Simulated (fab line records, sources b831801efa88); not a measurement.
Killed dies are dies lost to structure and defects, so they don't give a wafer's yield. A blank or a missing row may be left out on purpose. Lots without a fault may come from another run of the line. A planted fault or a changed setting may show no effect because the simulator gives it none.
Which tool did it? | flow gf180mcu | 14 lots, 42 wafers sampled, at 4 steps of a route of 602

WHAT THE GAUGES READ, wafer by wafer
GF_PASSIVATION_THK_MEAS_03. Usual: PASSIVATION_CVD_02_THK 696 nm, standard deviation 11.
lot  | measured     | on            | PASSIVATION_CVD_02_THK (nm) | flag
L271 | day 27 18:16 | film_metro-03 | 691 720 710                 |
L272 | day 27 23:35 | film_metro-01 | 688 707 698                 |
L276 | day 29 05:32 | film_metro-01 | 682 692 698                 |
L277 | day 29 19:59 | film_metro-01 | 681 676 687                 |
L280 | day 31 01:19 | film_metro-04 | 682 693 706                 |
L284 | day 32 08:19 | film_metro-04 | 689 699 701                 |
L285 | day 32 08:49 | film_metro-03 | 692 703 694                 |
L286 | day 33 01:46 | film_metro-01 | 685 692 704                 |
L289 | day 33 09:32 | film_metro-01 | 686 688 709                 |
L288 | day 33 11:59 | film_metro-04 | 697 697 709                 |
L290 | day 33 17:01 | film_metro-03 | 683 682 704                 |
L291 | day 33 20:55 | film_metro-01 | 702 694 717                 |
L293 | day 34 00:28 | film_metro-01 | 690 691 687                 |
L294 | day 34 14:22 | film_metro-04 | 690 691 693                 |

WHICH TOOL RAN EACH LOT (tool, then ch and the chambers of the sampled wafers, then the start)
lot  | GF_HV_LDD_ETCHBACK_58              | GF_MIM_SPUTTER_04            | GF_V5_SPUTTER_21
L271 | rie_diel-01 ch 0,2,3, day 12 06:43 | pvd_sputter-03, day 24 02:19 | pvd_sputter-04, day 26 20:34
L272 | rie_diel-01 ch 0,1,2, day 12 09:50 | pvd_sputter-04, day 24 06:27 | pvd_sputter-02, day 27 01:48
L276 | rie_diel-04 ch 0,1,3, day 13 16:09 | pvd_sputter-03, day 25 16:55 | pvd_sputter-04, day 28 08:22
L277 | rie_diel-04 ch 0,1,3, day 14 06:56 | pvd_sputter-03, day 26 07:54 | pvd_sputter-02, day 28 23:29
L280 | rie_diel-04 ch 0,2,3, day 15 20:59 | pvd_sputter-04, day 27 17:17 | pvd_sputter-04, day 30 05:09
L284 | rie_diel-01 ch 0,2,3, day 17 09:41 | pvd_sputter-04, day 29 04:03 | pvd_sputter-04, day 31 13:16
L285 | rie_diel-01 ch 0,1,2, day 17 12:11 | pvd_sputter-04, day 29 07:22 | pvd_sputter-02, day 31 13:55
L286 | rie_diel-01 ch 1,3, day 18 08:01   | pvd_sputter-04, day 29 23:21 | pvd_sputter-03, day 32 06:34
L289 | rie_diel-02 ch 0,1,3, day 19 00:20 | pvd_sputter-03, day 30 08:13 | pvd_sputter-04, day 32 15:00
L288 | rie_diel-02 ch 1,2,3, day 19 01:46 | pvd_sputter-04, day 30 11:36 | pvd_sputter-03, day 32 17:26
L290 | rie_diel-04 ch 0,1,3, day 19 08:35 | pvd_sputter-03, day 30 17:33 | pvd_sputter-02, day 32 23:10
L291 | rie_diel-04 ch 0,2,3, day 19 14:44 | pvd_sputter-01, day 30 21:51 | pvd_sputter-02, day 33 03:19
L293 | rie_diel-02 ch 1,2, day 19 22:08   | pvd_sputter-01, day 31 02:34 | pvd_sputter-04, day 33 06:55
L294 | rie_diel-04 ch 0,2,3, day 20 15:14 | pvd_sputter-04, day 31 16:17 | pvd_sputter-04, day 33 21:08
- GF_HV_LDD_ETCHBACK_58: etches Si3N4 in CH3F/O2, stops on SiO2, time 100 s, target depth 90 nm.
- GF_MIM_SPUTTER_04: material TiN, target thk 50 nm, time 41.7 s.
- GF_V5_SPUTTER_21: material Ti, target thk 15 nm, time 80.02 s.

WHAT THE TOOLS THEMSELVES READ (means of the sampled wafers that have a number; where no wafer has one, the mark that the record gives instead)
GF_HV_LDD_ETCHBACK_58. Usual: drypump_motor_current_A 5.5 A, standard deviation 0.49; oes_product_au 0.844 a.u., standard deviation 0.0066; throttle_valve_pct 10.561 %, standard deviation 0.0088.
lot  | tool        | drypump_motor_current_A (A) | oes_product_au (a.u.) | throttle_valve_pct (%) | flag
L271 | rie_diel-01 | 5.9                         | 0.842                 | 10.563                 |
L272 | rie_diel-01 | 5.5                         | 0.842                 | 10.559                 |
L276 | rie_diel-04 | 5.4                         | 0.850                 | 10.568                 |
L277 | rie_diel-04 | 5.3                         | 0.851                 | 10.566                 |
L280 | rie_diel-04 | 5.3                         | 0.844                 | 10.560                 |
L284 | rie_diel-01 | 5.9                         | 0.843                 | 10.555                 |
L285 | rie_diel-01 | 5.5                         | 0.840                 | 10.572                 |
L286 | rie_diel-01 | 5.3                         | 0.846                 | 10.555                 |
L289 | rie_diel-02 | 5.6                         | 0.851                 | 10.559                 |
L288 | rie_diel-02 | 5.8                         | 0.847                 | 10.561                 |
L290 | rie_diel-04 | 5.4                         | 0.842                 | 10.554                 |
L291 | rie_diel-04 | 5.3                         | 0.839                 | 10.556                 |
L293 | rie_diel-02 | 5.8                         | 0.840                 | 10.558                 |
L294 | rie_diel-04 | 5.3                         | 0.842                 | 10.558                 |

GF_MIM_SPUTTER_04. Usual: throttle_valve_pct 29.6 %, standard deviation 1.3.
lot  | tool           | throttle_valve_pct (%) | flag
L271 | pvd_sputter-03 | 29.4                   |
L272 | pvd_sputter-04 | 29.1                   |
L276 | pvd_sputter-03 | 29.5                   |
L277 | pvd_sputter-03 | 29.0                   |
L280 | pvd_sputter-04 | 28.9                   |
L284 | pvd_sputter-04 | 29.5                   |
L285 | pvd_sputter-04 | 29.3                   |
L286 | pvd_sputter-04 | 29.5                   |
L289 | pvd_sputter-03 | 29.6                   |
L288 | pvd_sputter-04 | 28.9                   |
L290 | pvd_sputter-03 | 30.0                   |
L291 | pvd_sputter-01 | 31.3                   |
L293 | pvd_sputter-01 | 30.0                   |
L294 | pvd_sputter-04 | 29.5                   |

GF_V5_SPUTTER_21. Usual: throttle_valve_pct 29.5 %, standard deviation 0.75.
lot  | tool           | throttle_valve_pct (%) | flag
L271 | pvd_sputter-04 | 30.2                   |
L272 | pvd_sputter-02 | 29.5                   |
L276 | pvd_sputter-04 | 29.6                   |
L277 | pvd_sputter-02 | 30.2                   |
L280 | pvd_sputter-04 | 29.7                   |
L284 | pvd_sputter-04 | 29.1                   |
L285 | pvd_sputter-02 | 30.1                   |
L286 | pvd_sputter-03 | 29.6                   |
L289 | pvd_sputter-04 | 29.7                   |
L288 | pvd_sputter-03 | 30.1                   |
L290 | pvd_sputter-02 | 29.9                   |
L291 | pvd_sputter-02 | 30.4                   |
L293 | pvd_sputter-04 | 29.1                   |
L294 | pvd_sputter-04 | 29.6                   |

THE ANSWER, worked out from the rows above alone
Rule: a lot is off if the mean of its wafers that have a number lies more than 3 standard deviations from the usual mean. A lot without any number at a reading at which 4 lots or more have one is off too. The other lots that the step has rows for count as sound. The gauges are gone through in route order, then the tools' own readings, and for those a lot's mean is taken as printed above. The first step at which some lot is off is used, and at that step the reading that is off furthest; a lot without a number counts as furthest.
No lot is off at any reading shown: from this, nothing can be told.

WHAT THE SIMULATOR HAD PUT IN
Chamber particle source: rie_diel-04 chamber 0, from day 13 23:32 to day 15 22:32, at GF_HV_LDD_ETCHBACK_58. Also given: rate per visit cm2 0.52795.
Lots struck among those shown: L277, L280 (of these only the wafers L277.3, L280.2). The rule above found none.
